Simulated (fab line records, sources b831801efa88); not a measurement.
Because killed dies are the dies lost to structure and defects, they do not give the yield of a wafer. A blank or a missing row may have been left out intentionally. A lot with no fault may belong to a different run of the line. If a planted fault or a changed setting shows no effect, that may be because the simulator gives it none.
Chamber matching :: flow gf180mcu :: GF_STI_CMP_25 on cmp-02: 4 sister chambers
The step polishes, stops on Si3N4, t overpolish 33 s, target thk 524.6 nm. 4 wafers are shown with their chamber, then 7 later ones without.

== EACH WAFER AND ITS CHAMBER ==
wafer: L405.6
chamber: 1
motor_current_A (A): 12.4

wafer: L408.6
chamber: 3
motor_current_A (A): 11.9

wafer: L409.1
chamber: 2
motor_current_A (A): 10.9

wafer: L409.3
chamber: 0
motor_current_A (A): 11.6

== WAFERS WHOSE CHAMBER IS MISSING ==
wafer: L409.4
motor_current_A (A): 12.5

wafer: L412.3
motor_current_A (A): 12.4

wafer: L412.5
motor_current_A (A): 12.4

wafer: L412.6
motor_current_A (A): 11.1

wafer: L420.4
motor_current_A (A): 11.6

wafer: L420.5
motor_current_A (A): 11.5

wafer: L420.6
motor_current_A (A): 11.8

== WHICH CHAMBER EACH ONE RAN IN ==
wafer: L409.4
from the rows above: 1
in truth: 1

wafer: L412.3
from the rows above: 1
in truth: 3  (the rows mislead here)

wafer: L412.5
from the rows above: 1
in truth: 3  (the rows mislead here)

wafer: L412.6
from the rows above: 2
in truth: 2

wafer: L420.4
from the rows above: 0
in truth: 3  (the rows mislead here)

wafer: L420.5
from the rows above: 0
in truth: 0

wafer: L420.6
from the rows above: can't be placed: 3 or 0
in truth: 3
Placed correctly: 3 of 7. Cannot be placed on the basis of these rows: 1; the candidates contain the true chamber in 1. Number placed wrongly: 3.
How it was worked out, from the rows above alone: a wafer's distance from a chamber is the root of the sum, over the readings, of the square of ((its reading less the chamber's mean) divided by the reading's scatter). If the next closest chamber is less than 2 further off than the closest, the wafer can't be placed; otherwise it belongs to the closest. For every chamber, the mean is computed from those of its wafers that are shown. The scatter: root of mean squared gap, hidden wafer to nearest shown wafer, with one shown wafer a chamber.
